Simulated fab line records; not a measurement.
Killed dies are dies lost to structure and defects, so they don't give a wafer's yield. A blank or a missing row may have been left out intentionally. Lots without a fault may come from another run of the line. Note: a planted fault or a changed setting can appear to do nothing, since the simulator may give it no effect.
Comparing a struck lot with a sound one || flow sky130 || 30 out of 708 route steps
Sound: the wafers L194.1, L194.3, L194.4. Struck: wafers L199.4, L199.5, L199.6. Last of all comes the cause.
For every step that has rows: the tool of each side, followed by ch and its chambers, followed by its first start. Under that, the readings that differ: sound wafers || struck wafers || difference of the means || sigmas: that difference in standard deviations of wafers without a fault.
alike: readings whose means differ by less than 2 such deviations, and words and numbers that are the same on both sides. not compared: withheld readings, readings that some wafer has no value for, bounds like >300 that may hide the same value, and numbers for which the record gives no deviation and whose values overlap.
Wherever a step has rows on one side only, a row that says differs or no value, or a row with sigmas, the two part there. Numbers that have no deviation but don't overlap get no sigmas and don't part them. A reading that every wafer of one side lacks parts them only if that side has two wafers or more.

first, 5 steps without rows for these wafers: SKY_SONOS_ONO_COAT_08 (resist thk 1140 nm); SKY_SONOS_ONO_SOFTBAKE_09 (time 60 s); SKY_SONOS_ONO_EXPOSE_10 (exposes mask ONOM, target cd 410 nm); SKY_SONOS_ONO_PEB_11; SKY_SONOS_ONO_DEVELOP_12 (develop time 60 s).
SKY_SONOS_ONO_CD_MEAS_13: the cd target is 410 nm.
  sound on cd-sem-01, day 15 15:15; struck on cd-sem-02, day 17 12:41
  alike: cd-nm
SKY_SONOS_ONO_OVL_MEAS_14:
  sound on overlay-02, day 15 15:22; struck on overlay-01, day 17 12:46
  alike: SONOS_ONO_OVL
SKY_SONOS_ONO_ETCH_15: etches the open film in CHF3/O2, target depth 19.52 nm, time 7.8 s.
  sound on rie-diel-01 ch 0,1,3, day 15 15:25; struck on rie-diel-03 ch 1,2,3, day 17 12:47
  alike: drypump-motor-current-A, oes-product-au, throttle-valve-pct
  not compared: rf-hours-counter-h
then, 1 step without rows for these wafers: SKY_SONOS_ONO_WET_ETCH_16 (etches SiO2 in dHF, target depth 14 nm, time 280 s).
SKY_SONOS_ONO_STRIP_17: strips in O2/N2.
  sound on plasma-asher-02 ch 0,1, day 15 15:31; struck on plasma-asher-01 ch 0,1, day 17 12:55
  alike: drypump-motor-current-A, oes-product-au, strip-time-to-endpoint-s
  not compared: rf-hours-counter-h
then, 2 steps without rows for these wafers: SKY_SONOS_ONO_WET_ETCH_18 (etches Si3N4 in H3PO4, target depth 15 nm, time 172 s); SKY_GATE_OXIDE_CLEAN_00 (cleans in SC1/SC2, time 150 s).
SKY_GATE_OXIDE_OXIDATION_01: stabilise 600 s, purge 300 s, target thk 10.268 nm.
  sound on furnace-02 ch 0, day 15 17:11; struck on furnace-02 ch 0, day 17 13:56
{"reading": "model.SiO2_of_GATE_OXIDE_OXIDATION_01.thk-nm (nm)", "sound": "9.936 10.08 10.17", "struck": "12.34 12.24 12.32", "difference": "+2.24", "sigmas": ""}
  alike: zone-power-centre-pct
SKY_GATE_OXIDE_THK_MEAS_02:
  sound on film-metro-02, day 15 18:35; struck on film-metro-02, day 17 15:22
{"reading": "GATE_OXIDE_OXIDATION_00_THK (nm)", "sound": "9.93 10.05 10.18", "struck": "12.36 12.24 12.33", "difference": "+2.26", "sigmas": "+13"}
then, 7 steps without rows for these wafers: SKY_GATE_OXIDE_DEHYDRATE_03 (time 60 s); SKY_GATE_OXIDE_HMDS_04 (prime time 60 s); SKY_GATE_OXIDE_COAT_05 (resist thk 1140 nm); SKY_GATE_OXIDE_SOFTBAKE_06 (time 60 s); SKY_GATE_OXIDE_EXPOSE_07 (exposes mask LVOM, target cd 600 nm); SKY_GATE_OXIDE_PEB_08; SKY_GATE_OXIDE_DEVELOP_09 (develop time 58.9 s).
SKY_GATE_OXIDE_OVL_MEAS_10:
  sound on overlay-01, day 16 22:04; struck on overlay-02, day 18 21:32
  alike: GATE_OXIDE_OVL
then, 2 steps without rows for these wafers: SKY_GATE_OXIDE_IMPLANT_11; SKY_GATE_OXIDE_WET_ETCH_12 (etches SiO2 in dHF, target depth 16.8 nm, time 336 s).
SKY_GATE_OXIDE_STRIP_13: strips in O2/N2.
  sound on plasma-asher-03 ch 0,1, day 16 22:22; struck on plasma-asher-03 ch 0,1, day 18 21:51
{"reading": "strip-time-to-endpoint-s (s)", "sound": "14.29 14.28 14.30", "struck": "14.16 14.20 14.20", "difference": -0.10, "sigmas": -3}
  alike: drypump-motor-current-A, oes-product-au
  not compared: rf-hours-counter-h
SKY_GATE_OXIDE_TW_MEAS_14:
  sound on film-metro-03, day 16 22:28; struck on film-metro-01, day 18 21:57
  alike: GATE_OXIDE_TW
then, 1 step without rows for these wafers: SKY_GATE_OXIDE_CLEAN_15 (cleans in SC1/SC2, time 150 s).
SKY_GATE_OXIDE_OXIDATION_16: stabilise 600 s, purge 300 s, target thk 3.57 nm.
  sound on furnace-02 ch 0, day 16 22:40; struck on furnace-02 ch 0, day 18 23:05
{"reading": "model.SiO2_of_GATE_OXIDE_OXIDATION_01.thk-nm (nm)", "sound": "11.34 11.49 11.54", "struck": "13.51 13.45 13.52", "difference": "+2.04", "sigmas": ""}
  alike: zone-power-centre-pct
then, 1 step without rows for these wafers: SKY_POLY_GATE_CVD_00 (deposits poly-Si, target thk 180 nm, time 720 s).
-- a jump in the record: the struck wafers' starts before and after are 30 days apart (it breaks off in module POLY_GATE and resumes in module PAD_OPEN, where the first step shown is number 708 of the route) --
SKY_PAD_OPEN_PROBE_99:
  sound on prober-02, day 48 01:05; struck on prober-01, day 49 04:16
{"reading": "model.etest.nfet_16v.r-on-ohm-um", "sound": "1.409e+04 1.418e+04 1.414e+04", "struck": "1.515e+04 1.492e+04 1.492e+04", "difference": "+8.600e+02", "sigmas": ""}
{"reading": "model.etest.pfet_16v.r-on-ohm-um", "sound": "1.503e+04 1.547e+04 1.498e+04", "struck": "1.623e+04 1.55e+04 1.621e+04", "difference": "+8.200e+02", "sigmas": ""}
{"reading": "model.etest.tip-sonos.rs-ohm-sq", "sound": "2569 2594 2613", "struck": "3107 3088 3131", "difference": "+517", "sigmas": ""}
{"reading": "model.etest.pfet-g5v0d10v5.r-on-ohm-um", "sound": "4860 4815 4837", "struck": "5220 5202 5180", "difference": "+363", "sigmas": ""}
{"reading": "model.etest.nfet-g5v0d10v5.r-on-ohm-um", "sound": "1888 1901 1891", "struck": "2077 2090 2068", "difference": "+185", "sigmas": ""}
{"reading": "model.etest.nfet-g5v0d10v5.drive-ua-um", "sound": "618.5 605.1 606.8", "struck": "517.9 514.3 515.9", "difference": -94.1, "sigmas": ""}
{"reading": "model.etest.nfet_05v0_nvt.drive-ua-um", "sound": "579.1 576.6 577.2", "struck": "498.2 498.2 496.1", "difference": -80.1, "sigmas": ""}
{"reading": "model.etest.pfet-g5v0d10v5.drive-ua-um", "sound": "337.3 337.7 334", "struck": "302.2 299.4 299.1", "difference": -36.1, "sigmas": ""}
  alike: killed_at_M0_to_M3, killed_at_M4_up, killed-at-contacts, killed-at-front-end, killed-at-other, killed-dies, killed-open, killed-short

== WHERE THEY PART ==
First at SKY_GATE_OXIDE_THK_MEAS_02; last, within this record, at SKY_GATE_OXIDE_STRIP_13. Later steps at which nothing parts them and some readings are alike: SKY_GATE_OXIDE_TW_MEAS_14, SKY_GATE_OXIDE_OXIDATION_16, SKY_PAD_OPEN_PROBE_99.

WHY: what had been put in by the simulator
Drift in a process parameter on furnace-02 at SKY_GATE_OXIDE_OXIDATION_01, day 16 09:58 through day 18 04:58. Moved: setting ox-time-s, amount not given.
